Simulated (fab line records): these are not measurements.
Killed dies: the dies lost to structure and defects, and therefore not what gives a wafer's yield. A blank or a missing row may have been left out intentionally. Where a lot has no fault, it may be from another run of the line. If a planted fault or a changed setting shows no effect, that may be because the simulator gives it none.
fab line records | flow sky130
record: lots: 12 | wafers: 36 | lastDay: 51
route steps=708 shown RES_XHIGH@340 SD_N@352 LI_CONTACT@377 LOCAL_INTERCONNECT@387
lots with no fault: from the same line, run without faults
startH: the number of hours between the record's first day and the start of the first shown wafer of the lot | waitH: hours from the lot's prior step to this one | " repeats the value in the row above | L1.1+2: a row that stands for several wafers | - no value present, or no start provided | * or withheld: withheld | < > ~ a bound
route shown NAME@n: NAME is a module with steps in the file, n the number in the route of the first one | usual: mean/standard deviation of fault-free wafers | same: alike in all rows | chamber/n: place in a boat | sites: readings site by site | _std_site: the values' standard deviation | _edge_site: outer sites' mean less inner sites' | radiusMm: for every site, how far away it sits from the centre of the wafer | mask NAME#n: copy n | behind: the last tool/chamber to shape the wafer | hold: reason for holding the lot/hours on hold/outcome of the hold | device: transistor that didn't switch, given as n, p or np | end of line: the same wafers' tests at the end of the route | for a step that has no rows: nothing shown but its recipe | killed: not the wafer's yield, but the dies lost to structure and defects at the first sort | map: the dies of a wafer, with x for killed, . for not killed, _ for no die there
set.NAME: the run value of the setting; set.NAME@STEP: its run value at that earlier step | model.NAME: the simulator's own value behind a step, which no gauge read
route steps across a sampled set of lots; one table per step, one row per wafer
services: the hour from which a tool's chamber was out of use, counted from the record's first day as startH (under 0 if before that day), plus the number of hours and why
== steps ==
step: SKY_RES_XHIGH_STRIP_08
recipe: chemistry: O2/N2 | powerW: 1400 | pressureMtorr: 1500 | platenTempC: withheld | o2FlowSccm: 3000 | n2FlowSccm: 300 | overashFraction: 0.5
usual: drypumpMotorCurrentA: 6.0/0.34 | oesProductAu: 0.711/0.0044 | stripTimeToEndpointS: 14.27/0.036
lot.wafer | tool           | chamber | startH | waitH | drypumpMotorCurrentA | oesProductAu | rfHoursCounterH | stripTimeToEndpointS
L503.1    | plasmaAsher-03 | 0       | 624.91 | 0.1   | 6.3                  | 0.716        | 82              | 14.26
L503.3    | "              | 0       | "      | "     | 6.3                  | 0.713        | -               | 14.28
L503.6    | "              | 1       | "      | "     | 5.6                  | 0.709        | -               | 14.22
L504.4    | plasmaAsher-04 | 1       | 627.26 | 0.1   | 5.3                  | 0.707        | -               | 14.24
L504.5    | "              | 0       | "      | "     | 5.9                  | 0.709        | -               | 14.23
L504.6    | "              | 1       | "      | "     | 5.3                  | 0.711        | -               | 14.29
L505.1    | plasmaAsher-03 | 1       | 634.94 | 0.1   | 5.6                  | 0.704        | 83              | 14.30
L505.5    | "              | 0       | "      | "     | 6.3                  | 0.707        | -               | 14.30
L505.6    | "              | 1       | "      | "     | 5.6                  | 0.708        | -               | 14.21
L506.1    | plasmaAsher-02 | 0       | 646.27 | 0.1   | 6.1                  | 0.707        | 52              | 14.25
L506.3    | "              | 0       | "      | "     | 6.1                  | 0.720        | -               | 14.27
L506.5    | "              | 1       | "      | "     | 6.2                  | 0.706        | -               | 14.29
L509.2    | plasmaAsher-03 | 1       | 683.84 | 0.1   | 5.6                  | 0.713        | 88              | 14.24
L509.3    | "              | 1       | "      | "     | 5.6                  | 0.711        | -               | 14.25
L509.6    | "              | 0       | "      | "     | 6.3                  | 0.715        | -               | 14.27
L508.3    | plasmaAsher-03 | 0       | 684.82 | 0.1   | 6.3                  | 0.710        | -               | 14.26
L508.5    | "              | 1       | "      | "     | 5.6                  | 0.700        | -               | 14.28
L508.6    | "              | 0       | "      | "     | 6.3                  | 0.713        | -               | 14.26
L517.3    | plasmaAsher-02 | 0       | 738.22 | 0.1   | 6.1                  | 0.708        | -               | 14.27
L517.4    | "              | 1       | "      | "     | 6.2                  | 0.712        | -               | 14.25
L517.5    | "              | 1       | "      | "     | 6.3                  | 0.711        | -               | 14.26
L518.1    | plasmaAsher-03 | 1       | 751.06 | 0.1   | 5.6                  | 0.706        | 94              | 14.26
L518.2    | "              | 0       | "      | "     | 6.3                  | 0.711        | 94              | 14.29
L518.3    | "              | 0       | "      | "     | 6.3                  | 0.716        | -               | 14.28
L519.1    | plasmaAsher-03 | 0       | 755.29 | 0.1   | 6.4                  | 0.708        | 95              | 14.24
L519.3    | "              | 1       | "      | "     | 5.6                  | 0.703        | -               | 14.26
L519.6    | "              | 1       | "      | "     | 5.6                  | 0.710        | -               | 14.23
L522.1    | plasmaAsher-03 | 1       | 771.54 | 0.1   | 5.6                  | 0.708        | 96              | 14.25
L522.3    | "              | 0       | "      | "     | 6.3                  | 0.715        | -               | 14.24
L522.5    | "              | 0       | "      | "     | 6.3                  | 0.712        | -               | 14.26
L523.1    | plasmaAsher-03 | 1       | 776.37 | 0.1   | 5.6                  | 0.707        | 97              | 14.26
L523.2    | "              | 0       | "      | "     | 6.3                  | 0.707        | 97              | 14.27
L523.6    | "              | 1       | "      | "     | 5.6                  | 0.711        | -               | 14.26
L525.2    | plasmaAsher-02 | 0       | 821.81 | 0.1   | 6.1                  | 0.712        | 69              | 14.31
L525.3    | "              | 1       | "      | "     | 6.2                  | 0.721        | -               | 14.37
L525.5    | "              | 1       | "      | "     | 6.2                  | 0.712        | -               | 14.30
step: SKY_SD_N_IMPLANT_10
recipe: species: P | energyKev: 20 | doseCm2: 1e+14 | tiltDeg: 0
usual: beamOnS: 10.9/0.66 | doseIonsCm2: 1.0004e+14/1e+11
lot.wafer | tool         | chamber | startH | waitH | beamOnS | doseIonsCm2
L503.1    | implanter-02 | 0       | 655.66 | 0.1   | 11.5    | 1e+14
L503.3    | "            | 0       | "      | "     | 11.7    | 1.0008e+14
L503.6    | "            | 0       | "      | "     | 11.6    | 9.997e+13
L504.4    | implanter-03 | 0       | 657.34 | 0.1   | 9.8     | 1.0004e+14
L504.5    | "            | 0       | "      | "     | 9.8     | 1.0011e+14
L504.6    | "            | 0       | "      | "     | 9.9     | 1.0016e+14
L505.1    | implanter-01 | 0       | 665.34 | 0.1   | 11.1    | 1.0009e+14
L505.5    | "            | 0       | "      | "     | 11.2    | 1.0012e+14
L505.6    | "            | 0       | "      | "     | 11.5    | 1.0003e+14
L506.1    | implanter-01 | 0       | 675.89 | 0.1   | 11.5    | 9.999e+13
L506.3    | "            | 0       | "      | "     | 11.4    | 1.0004e+14
L506.5    | "            | 0       | "      | "     | 11.4    | 9.993e+13
L509.2    | implanter-03 | 0       | 711.64 | 0.1   | 10.2    | 1.0013e+14
L509.3    | "            | 0       | "      | "     | 10.1    | 1.001e+14
L509.6    | "            | 0       | "      | "     | 9.9     | 1.0012e+14
L508.3    | implanter-01 | 0       | 712.04 | 0.1   | 11.3    | 1.0005e+14
L508.5    | "            | 0       | "      | "     | 11.4    | 1.0007e+14
L508.6    | "            | 0       | "      | "     | 11.2    | 1.0001e+14
L517.3    | implanter-03 | 0       | 766.16 | 0.1   | 16.6    | 1.702e+14
L517.4    | "            | 0       | "      | "     | 17.1    | 1.701e+14
L517.5    | "            | 0       | "      | "     | 16.1    | 1.7016e+14
L518.1    | implanter-03 | 0       | 778.61 | 0.1   | 16.6    | 1.7006e+14
L518.2    | "            | 0       | "      | "     | 17.0    | 1.6996e+14
L518.3    | "            | 0       | "      | "     | 17.4    | 1.6983e+14
L519.1    | implanter-01 | 0       | 782.31 | 0.1   | 11.1    | 9.994e+13
L519.3    | "            | 0       | "      | "     | 11.3    | 1.0004e+14
L519.6    | "            | 0       | "      | "     | 11.2    | 1e+14
L522.1    | implanter-02 | 0       | 797.94 | 0.1   | 11.2    | 1.0008e+14
L522.3    | "            | 0       | "      | "     | 11.3    | 9.999e+13
L522.5    | "            | 0       | "      | "     | 11.6    | 1.0007e+14
L523.1    | implanter-01 | 0       | 803.01 | 0.1   | 11.6    | 1.0026e+14
L523.2    | "            | 0       | "      | "     | 11.1    | 1.0001e+14
L523.6    | "            | 0       | "      | "     | 11.1    | 1.0008e+14
L525.2    | implanter-02 | 0       | 848.29 | 0.1   | 11.4    | 9.999e+13
L525.3    | "            | 0       | "      | "     | 11.8    | 9.999e+13
L525.5    | "            | 0       | "      | "     | 11.6    | 1.001e+14
step: SKY_SD_N_RS_MEAS_16
recipe: thkMeasGauge: four-point-probe
usual: SD_N_RS: 68.50/0.11
lot.wafer | tool         | chamber | startH | waitH | SD_N_RS[ohm/sq]
L503.1    | filmMetro-02 | -       | 656.20 | 0.1   | 68.59
L503.3    | "            | -       | "      | "     | 68.60
L503.6    | "            | -       | "      | "     | 68.51
L504.4    | filmMetro-04 | -       | 657.90 | 0.1   | 68.52
L504.5    | "            | -       | "      | "     | 68.47
L504.6    | "            | -       | "      | "     | 68.41
L505.1    | filmMetro-04 | -       | 665.87 | 0.1   | 68.47
L505.5    | "            | -       | "      | "     | 68.74
L505.6    | "            | -       | "      | "     | 68.44
L506.1    | filmMetro-03 | -       | 676.42 | 0.1   | 68.43
L506.3    | "            | -       | "      | "     | 68.82
L506.5    | "            | -       | "      | "     | 68.57
L509.2    | filmMetro-03 | -       | 712.16 | 0.1   | 68.62
L509.3    | "            | -       | "      | "     | 68.47
L509.6    | "            | -       | "      | "     | 68.38
L508.3    | filmMetro-04 | -       | 712.56 | 0.1   | 68.39
L508.5    | "            | -       | "      | "     | 68.40
L508.6    | "            | -       | "      | "     | 68.50
L517.3    | filmMetro-03 | -       | 766.68 | 0.1   | 66.61
L517.4    | "            | -       | "      | "     | 66.68
L517.5    | "            | -       | "      | "     | 66.65
L518.1    | filmMetro-03 | -       | 779.14 | 0.1   | 66.66
L518.2    | "            | -       | "      | "     | 66.62
L518.3    | "            | -       | "      | "     | 66.67
L519.1    | filmMetro-02 | -       | 782.84 | 0.1   | 68.55
L519.3    | "            | -       | "      | "     | 68.42
L519.6    | "            | -       | "      | "     | 68.43
L522.1    | filmMetro-04 | -       | 798.48 | 0.1   | 68.63
L522.3    | "            | -       | "      | "     | 68.44
L522.5    | "            | -       | "      | "     | 68.62
L523.1    | filmMetro-04 | -       | 803.55 | 0.1   | 68.47
L523.2    | "            | -       | "      | "     | 68.59
L523.6    | "            | -       | "      | "     | 68.55
L525.2    | filmMetro-03 | -       | 848.81 | 0.1   | 68.41
L525.3    | "            | -       | "      | "     | 68.56
L525.5    | "            | -       | "      | "     | 68.35
step: SKY_LI_CONTACT_ETCH_15
recipe: target: PSG | chemistry: C4F8/O2/Ar | stopOn: Si | taperDeg: 4.15 | maskMaterial: KrF-thick | sourceW: 1500 | biasW: 1200 | pressureMtorr: 40 | c4f8FlowSccm: withheld | O2_flow_sccm: 6 | Ar_flow_sccm: 300 | timeS: withheld | targetDepthA: 6000
usual: oesProductAu: 0.837/0.0048
lot.wafer | tool       | chamber | startH | waitH | oesProductAu
L503.1    | rieDiel-04 | 1       | 685.67 | 0.0   | 0.834
L503.3    | "          | 2       | "      | "     | 0.840
L503.6    | "          | 3       | "      | "     | 0.842
L504.4    | rieDiel-03 | 1       | 687.98 | 0.0   | 0.839
L504.5    | "          | 0       | "      | "     | 0.833
L504.6    | "          | 1       | "      | "     | 0.830
L505.1    | rieDiel-03 | 0       | 694.77 | 0.0   | 0.839
L505.5    | "          | 0       | "      | "     | 0.839
L505.6    | "          | 3       | "      | "     | 0.845
L506.1    | rieDiel-04 | 1       | 705.05 | 0.0   | 0.835
L506.3    | "          | 2       | "      | "     | 0.838
L506.5    | "          | 0       | "      | "     | 0.838
L509.2    | rieDiel-02 | 1       | 740.60 | 0.0   | 0.835
L509.3    | "          | 2       | "      | "     | 0.843
L509.6    | "          | 2       | "      | "     | 0.841
L508.3    | rieDiel-03 | 1       | 740.97 | 0.0   | 0.837
L508.5    | "          | 3       | "      | "     | 0.826
L508.6    | "          | 2       | "      | "     | 0.827
L517.3    | rieDiel-02 | 1       | 794.18 | 0.0   | 0.841
L517.4    | "          | 3       | "      | "     | 0.843
L517.5    | "          | 1       | "      | "     | 0.835
L518.1    | rieDiel-02 | 1       | 807.02 | 0.0   | 0.853
L518.2    | "          | 2       | "      | "     | 0.835
L518.3    | "          | 0       | "      | "     | 0.838
L519.1    | rieDiel-02 | 3       | 810.47 | 0.0   | 0.835
L519.3    | "          | 0       | "      | "     | 0.838
L519.6    | "          | 1       | "      | "     | 0.839
L522.1    | rieDiel-04 | 2       | 826.28 | 0.0   | 0.846
L522.3    | "          | 0       | "      | "     | 0.841
L522.5    | "          | 2       | "      | "     | 0.830
L523.1    | rieDiel-02 | 1       | 831.15 | 0.0   | 0.831
L523.2    | "          | 0       | "      | "     | 0.843
L523.6    | "          | 3       | "      | "     | 0.841
L525.2    | rieDiel-03 | 2       | 876.02 | 0.0   | 0.834
L525.3    | "          | 1       | "      | "     | 0.842
L525.5    | "          | 1       | "      | "     | 0.836
step: SKY_LOCAL_INTERCONNECT_SPUTTER_00
recipe: material: TiN | targetThkNm: 100 | tempC: 300 | powerW: 6500 | timeS: 83.3 | chamberPressurePa: 0.4
usual: throttleValvePct: 30.3/0.94
lot.wafer | tool          | chamber | startH | waitH | throttleValvePct
L503.1    | pvdSputter-02 | -       | 686.83 | 0.2   | 30.2
L503.3    | "             | -       | "      | "     | 29.6
L503.6    | "             | -       | "      | "     | 30.2
L504.4    | pvdSputter-01 | -       | 689.14 | 0.2   | 30.1
L504.5    | "             | -       | "      | "     | 31.0
L504.6    | "             | -       | "      | "     | 30.3
L505.1    | pvdSputter-01 | -       | 695.91 | 0.2   | 31.0
L505.5    | "             | -       | "      | "     | 30.9
L505.6    | "             | -       | "      | "     | 30.6
L506.1    | pvdSputter-04 | -       | 706.18 | 0.1   | 32.5
L506.3    | "             | -       | "      | "     | 29.5
L506.5    | "             | -       | "      | "     | 32.3
L509.2    | pvdSputter-02 | -       | 741.95 | 0.1   | 30.1
L509.3    | "             | -       | "      | "     | 29.8
L509.6    | "             | -       | "      | "     | 29.8
L508.3    | pvdSputter-01 | -       | 742.47 | 0.2   | 30.1
L508.5    | "             | -       | "      | "     | 31.1
L508.6    | "             | -       | "      | "     | 29.8
L517.3    | pvdSputter-01 | -       | 795.31 | 0.2   | 31.1
L517.4    | "             | -       | "      | "     | 31.1
L517.5    | "             | -       | "      | "     | 30.9
L518.1    | pvdSputter-01 | -       | 808.14 | 0.2   | 30.8
L518.2    | "             | -       | "      | "     | 31.1
L518.3    | "             | -       | "      | "     | 29.8
L519.1    | pvdSputter-02 | -       | 811.59 | 0.1   | 29.8
L519.3    | "             | -       | "      | "     | 30.2
L519.6    | "             | -       | "      | "     | 29.5
L522.1    | pvdSputter-01 | -       | 827.41 | 0.2   | 31.2
L522.3    | "             | -       | "      | "     | 31.0
L522.5    | "             | -       | "      | "     | 31.2
L523.1    | pvdSputter-04 | -       | 832.28 | 0.1   | 30.8
L523.2    | "             | -       | "      | "     | 29.3
L523.6    | "             | -       | "      | "     | 29.4
L525.2    | pvdSputter-02 | -       | 877.15 | 0.2   | 30.2
L525.3    | "             | -       | "      | "     | 29.3
L525.5    | "             | -       | "      | "     | 30.0
== services ==
tool           | chamber | startH | hours | kind
rieDiel-02     | -       | 603.55 | 0.1   | repair
implanter-01   | -       | 619.66 | 4.2   | pm
rieDiel-03     | 3       | 628.39 | 16.3  | repair
rieDiel-02     | 3       | 633.68 | 4.6   | repair
pvdSputter-01  | -       | 639.61 | 3.4   | repair
rieDiel-03     | 3       | 645.62 | 11.6  | repair
rieDiel-03     | 0       | 645.75 | 6.0   | repair
implanter-01   | -       | 645.82 | 2.8   | pm
implanter-03   | -       | 660.38 | 0.5   | repair
pvdSputter-01  | -       | 667.01 | 13.7  | repair
implanter-03   | -       | 677.86 | 4.6   | repair
implanter-03   | -       | 680.72 | 6.2   | repair
plasmaAsher-03 | -       | 695.32 | 1.9   | repair
implanter-03   | -       | 725.66 | 4.6   | repair
rieDiel-03     | 3       | 742.05 | 2.6   | repair
implanter-01   | -       | 755.77 | 1.8   | repair
pvdSputter-01  | -       | 778.43 | 4.8   | repair
plasmaAsher-03 | -       | 791.60 | 4.0   | repair
rieDiel-02     | 2       | 824.66 | 8.4   | repair
pvdSputter-01  | -       | 830.32 | 6.7   | repair
rieDiel-02     | 1       | 835.83 | 3.8   | repair
pvdSputter-01  | -       | 848.58 | 1.0   | repair
pvdSputter-01  | -       | 853.10 | 0.7   | repair
rieDiel-02     | -       | 866.65 | 0.2   | repair
== key ==
firstSign: step: SKY_SD_N_IMPLANT_10 | reading: doseIonsCm2 | direction: up | sigmas: 99+ | usual: * | struck: *
effect: step: SKY_SD_N_IMPLANT_10 | reading: beamOnS | direction: up | sigmas: 8.9 | usual: 10.9 | struck: 16.8
effect: step: SKY_SD_N_RS_MEAS_16 | reading: SD_N_RS | direction: down | sigmas: 17 | usual: 68.50 | struck: 66.65
metAt SKY_SD_N_IMPLANT_10
struckLots L517,L518
testerLeftOut L517,L518
notActingAt SKY_RES_XHIGH_STRIP_08,SKY_LI_CONTACT_ETCH_15,SKY_LOCAL_INTERCONNECT_SPUTTER_00
onsetBetween 711.64 766.16
fault: kind: processParameterDrift | tool: implanter-03 | chamber: - | onsetH: 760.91 | steps: SKY_SD_N_IMPLANT_10 | channel: doseCm2 | offset: * | shape: step | endH: 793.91 | actsIn: * | stated: *
testerLeftOut: of these lots the tester's yield and bins aren't shown, on N5 and GAA mostly nor the transistor test; their killed dies are dies lost to structure and defects alone, not to doping, threshold or leakage, so they don't give the yield
